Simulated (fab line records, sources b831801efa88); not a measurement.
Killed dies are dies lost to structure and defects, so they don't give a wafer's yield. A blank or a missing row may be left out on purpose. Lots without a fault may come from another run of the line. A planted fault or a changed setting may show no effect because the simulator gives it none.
fab line records | flow sky130
record lots=14 wafers=42 last_day=51
route steps=708 shown LDD_P@263 LDD_LDN@296 SD_N@344
lots that met no fault: from a run of the same line without faults
start_h: hours from the record's first day to the start of the lot's first wafer shown | wait_h: hours since the lot's step before | " the same as in the row above | L1.1+2: a row that stands for several wafers | - no value, or no start given | * or withheld: withheld | < > ~ a bound
route shown NAME@n: a module of which the file shows steps, and the number in the route of the first | usual: mean/standard deviation of fault-free wafers | same: alike in all rows | chamber/n: place in a boat | sites: the reading at each site | _std_site: their standard deviation | _edge_site: outer sites' mean less inner sites' | radius_mm: how far each site lies from the wafer's centre | mask NAME#n: copy n | behind: the tool/chamber that last shaped the wafer | hold: why the lot was held/for how many hours/how that ended | device: the transistor (n, p or np) that didn't switch | end of line: the same wafers' tests at the end of the route | a step without rows: its recipe alone | killed: dies lost to structure and defects at the first sort, not the wafer's yield | map: a wafer's dies, x killed, . not, _ none there
set.NAME: the setting as run; set.NAME@STEP: as run at that earlier step | model.NAME: the simulator's own value behind a step, which no gauge read
steps of the route over a sample of lots; a table a step, a row a wafer
## steps
# step SKY_LDD_P_OVL_MEAS_08
# usual LDD_P_OVL=-1.1/1.2
# columns lot.wafer tool chamber start_h wait_h LDD_P_OVL[nm]
L599.3 overlay-01 - 470.21 0.1 -1.0
L599.4 " - " " -1.0
L599.6 " - " " -0.4
L601.1 overlay-01 - 480.30 0.1 -2.2
L601.2 " - " " 0.3
L601.3 " - " " -2.7
L600.2 overlay-01 - 484.90 0.1 -1.2
L600.5 " - " " -0.7
L600.6 " - " " -0.1
L607.1 overlay-01 - 539.73 0.1 -1.1
L607.2 " - " " -2.6
L607.6 " - " " -2.8
L608.2 overlay-02 - 549.85 0.1 -1.5
L608.3 " - " " -2.9
L608.4 " - " " -3.3
L609.2 overlay-01 - 559.80 0.1 -0.5
L609.3 " - " " -1.1
L609.5 " - " " -0.2
L610.4 overlay-02 - 573.48 0.1 -0.8
L610.5 " - " " -2.0
L610.6 " - " " -1.7
L612.1 overlay-02 - 586.39 0.1 -0.7
L612.3 " - " " -3.0
L612.4 " - " " -0.9
L613.1 overlay-02 - 589.94 0.1 -1.9
L613.5 " - " " -2.1
L613.6 " - " " -2.0
L614.3 overlay-02 - 596.89 0.1 -2.3
L614.4 " - " " -2.1
L614.5 " - " " -0.7
L615.2 overlay-01 - 600.80 0.1 0.3
L615.3 " - " " -1.0
L615.5 " - " " -1.6
L616.1 overlay-01 - 610.58 0.1 -2.0
L616.2 " - " " -2.8
L616.6 " - " " -1.1
L618.2 overlay-01 - 619.78 0.1 -2.0
L618.4 " - " " -1.9
L618.5 " - " " -2.5
L621.1 overlay-02 - 643.98 0.1 -0.9
L621.2 " - " " 0.4
L621.4 " - " " -1.2
# step SKY_LDD_LDN_OVL_MEAS_07
# usual LDD_LDN_OVL=0.8/1.3
# columns lot.wafer tool chamber start_h wait_h LDD_LDN_OVL[nm]
L599.3 overlay-02 - 564.38 0.1 -0.1
L599.4 " - " " -2.0
L599.6 " - " " -0.3
L601.1 overlay-01 - 574.28 0.1 2.8
L601.2 " - " " 2.2
L601.3 " - " " 1.5
L600.2 overlay-02 - 578.34 0.1 0.3
L600.5 " - " " -0.3
L600.6 " - " " 0.8
L607.1 overlay-01 - 628.53 0.1 2.8
L607.2 " - " " 1.1
L607.6 " - " " 1.0
L608.2 overlay-01 - 639.44 0.1 3.0
L608.3 " - " " 2.3
L608.4 " - " " 2.8
L609.2 overlay-01 - 648.24 0.1 3.0
L609.3 " - " " 1.7
L609.5 " - " " 0.6
L610.4 overlay-02 - 661.84 0.1 0.7
L610.5 " - " " 2.2
L610.6 " - " " 1.7
L612.1 overlay-01 - 674.68 0.1 -0.8
L612.3 " - " " -0.4
L612.4 " - " " -2.3
L613.1 overlay-02 - 677.38 0.1 -0.5
L613.5 " - " " -0.2
L613.6 " - " " -0.3
L614.3 overlay-01 - 684.75 0.1 1.0
L614.4 " - " " 1.2
L614.5 " - " " 0.7
L615.2 overlay-02 - 687.79 0.1 1.5
L615.3 " - " " 3.6
L615.5 " - " " 3.4
L616.1 overlay-02 - 698.33 0.1 -0.7
L616.2 " - " " -0.2
L616.6 " - " " -0.5
L618.2 overlay-02 - 706.34 0.1 -0.8
L618.4 " - " " 1.6
L618.5 " - " " 0.0
L621.1 overlay-01 - 729.77 0.1 2.8
L621.2 " - " " 0.9
L621.4 " - " " 2.7
# step SKY_SD_N_COAT_02
# recipe resist=NOVOLAK spin_rpm=3000 resist_thk_nm=1140
# usual chill_plate_temp_C=23.01/0.11 dispense_pressure_kPa=48/5.2
# columns lot.wafer tool chamber start_h wait_h chill_plate_temp_C dispense_pressure_kPa
L599.3 litho_track-03 0 668.28 0.1 23.05 46
L599.4 " 0 " " 23.03 46
L599.6 " 0 " " 22.96 46
L601.1 litho_track-03 0 679.78 0.1 23.04 46
L601.2 " 0 " " 22.99 46
L601.3 " 0 " " 22.98 46
L600.2 litho_track-04 0 683.21 0.1 22.98 57
L600.5 " 0 " " 22.93 57
L600.6 " 0 " " 22.90 57
L607.1 litho_track-04 0 731.68 0.1 23.09 57
L607.2 " 0 " " 22.91 57
L607.6 " 0 " " 23.09 57
L608.2 litho_track-04 - 741.71 0.1 - -
L608.3 " - " " - -
L608.4 " - " " - -
L609.2 litho_track-03 - 750.21 0.1 - -
L609.3 " - " " - -
L609.5 " - " " - -
L610.4 litho_track-02 0 763.65 0.1 23.07 42
L610.5 " 0 " " 23.07 42
L610.6 " 0 " " 23.02 42
L612.1 litho_track-03 0 776.28 0.1 22.86 46
L612.3 " 0 " " 22.79 46
L612.4 " 0 " " 22.87 46
L613.1 litho_track-03 0 780.18 0.1 22.97 46
L613.5 " 0 " " 22.89 46
L613.6 " 0 " " 22.97 46
L614.3 litho_track-04 0 784.68 0.1 23.08 57
L614.4 " 0 " " 23.07 57
L614.5 " 0 " " 23.05 57
L615.2 litho_track-04 0 789.56 0.1 23.09 57
L615.3 " 0 " " 22.96 57
L615.5 " 0 " " 22.97 57
L616.1 litho_track-03 0 800.13 0.1 23.04 46
L616.2 " 0 " " 23.14 46
L616.6 " 0 " " 22.91 46
L618.2 litho_track-03 0 808.16 0.1 22.94 46
L618.4 " 0 " " 22.88 46
L618.5 " 0 " " 22.98 46
L621.1 litho_track-03 0 828.73 0.1 22.89 46
L621.2 " 0 " " 23.12 46
L621.4 " 0 " " 23.05 46
# step SKY_SD_N_CD_MEAS_07
# recipe target_cd_nm=380
# usual cd_nm=380.4/2.9
# columns lot.wafer tool chamber start_h wait_h cd_nm
L599.3 cd_sem-01 - 683.06 0.1 375.3
L599.4 " - " " 376.2
L599.6 " - " " 376.7
L601.1 cd_sem-01 - 694.32 0.1 376.8
L601.2 " - " " 378.6
L601.3 " - " " 378.4
L600.2 cd_sem-02 - 697.25 0.1 382.4
L600.5 " - " " 383.6
L600.6 " - " " 383.2
L607.1 cd_sem-02 - 746.63 0.1 375.6
L607.2 " - " " 377.9
L607.6 " - " " 378.3
L608.2 cd_sem-02 - 756.45 0.1 -
L608.3 " - " " -
L608.4 " - " " -
L609.2 cd_sem-02 - 764.20 0.1 -
L609.3 " - " " -
L609.5 " - " " -
L610.4 cd_sem-02 - 776.94 0.1 387.7
L610.5 " - " " 385.3
L610.6 " - " " 386.9
L612.1 cd_sem-01 - 790.13 0.1 383.9
L612.3 " - " " 383.9
L612.4 " - " " 384.9
L613.1 cd_sem-02 - 793.62 0.1 379.7
L613.5 " - " " 378.4
L613.6 " - " " 378.3
L614.3 cd_sem-01 - 797.87 0.1 379.8
L614.4 " - " " 379.3
L614.5 " - " " 380.3
L615.2 cd_sem-01 - 802.99 0.1 382.3
L615.3 " - " " 381.8
L615.5 " - " " 381.0
L616.1 cd_sem-02 - 814.18 0.1 378.2
L616.2 " - " " 380.1
L616.6 " - " " 379.1
L618.2 cd_sem-01 - 821.99 0.1 380.8
L618.4 " - " " 379.9
L618.5 " - " " 379.2
L621.1 cd_sem-02 - 842.57 0.1 380.6
L621.2 " - " " 380.7
L621.4 " - " " 384.2
# step SKY_SD_N_TW_MEAS_12
# usual SD_N_TW=3968/47
# columns lot.wafer tool chamber start_h wait_h SD_N_TW
L599.3 film_metro-02 - 683.60 0.1 4033
L599.4 " - " " 4025
L599.6 " - " " 4016
L601.1 film_metro-03 - 694.88 0.1 3881
L601.2 " - " " 3891
L601.3 " - " " 3883
L600.2 film_metro-01 - 697.80 0.1 3919
L600.5 " - " " 3918
L600.6 " - " " 3904
L607.1 film_metro-03 - 747.19 0.1 3924
L607.2 " - " " 3934
L607.6 " - " " 3924
L608.2 film_metro-02 - 757.00 0.1 4062
L608.3 " - " " 4028
L608.4 " - " " 4029
L609.2 film_metro-03 - 764.75 0.1 3938
L609.3 " - " " 3934
L609.5 " - " " 3922
L610.4 film_metro-02 - 777.47 0.1 3990
L610.5 " - " " 4016
L610.6 " - " " 3994
L612.1 film_metro-02 - 790.69 0.1 3985
L612.3 " - " " 3999
L612.4 " - " " 4012
L613.1 film_metro-01 - 794.18 0.1 3933
L613.5 " - " " 3932
L613.6 " - " " 3933
L614.3 film_metro-01 - 798.41 0.1 3955
L614.4 " - " " 3924
L614.5 " - " " 3940
L615.2 film_metro-02 - 803.54 0.1 4010
L615.3 " - " " 4042
L615.5 " - " " 4022
L616.1 film_metro-01 - 814.74 0.1 3964
L616.2 " - " " 3959
L616.6 " - " " 3950
L618.2 film_metro-03 - 822.54 0.1 3948
L618.4 " - " " 3933
L618.5 " - " " 3940
L621.1 film_metro-02 - 843.13 0.1 3974
L621.2 " - " " 3990
L621.4 " - " " 4004
## key
first_sign step=SKY_SD_N_COAT_02 reading=tool_record direction=missing
effect step=SKY_SD_N_CD_MEAS_07 reading=cd_nm direction=missing
met_at SKY_SD_N_COAT_02
struck_lots L608,L609
sort_left_out L608.2,L608.3,L608.4,L609.2,L609.3,L609.5
tester_left_out L608,L609
not_acting_at SKY_LDD_P_OVL_MEAS_08,SKY_LDD_LDN_OVL_MEAS_07,SKY_SD_N_TW_MEAS_12
onset_between 731.68 741.71
fault kind=skipped_step_whole tool=litho_track-03,litho_track-04 chamber=- onset_h=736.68 steps=SKY_SD_N_COAT_02 scope=struck_lots_only
# tester_left_out: of these lots the tester's yield and bins aren't shown, on N5 and GAA mostly nor the transistor test; their killed dies are dies lost to structure and defects alone, not to doping, threshold or leakage, so they don't give the yield
# sort_left_out: the simulated sort isn't trusted on such a fault, so these wafers' sort isn't shown, and their yield isn't known
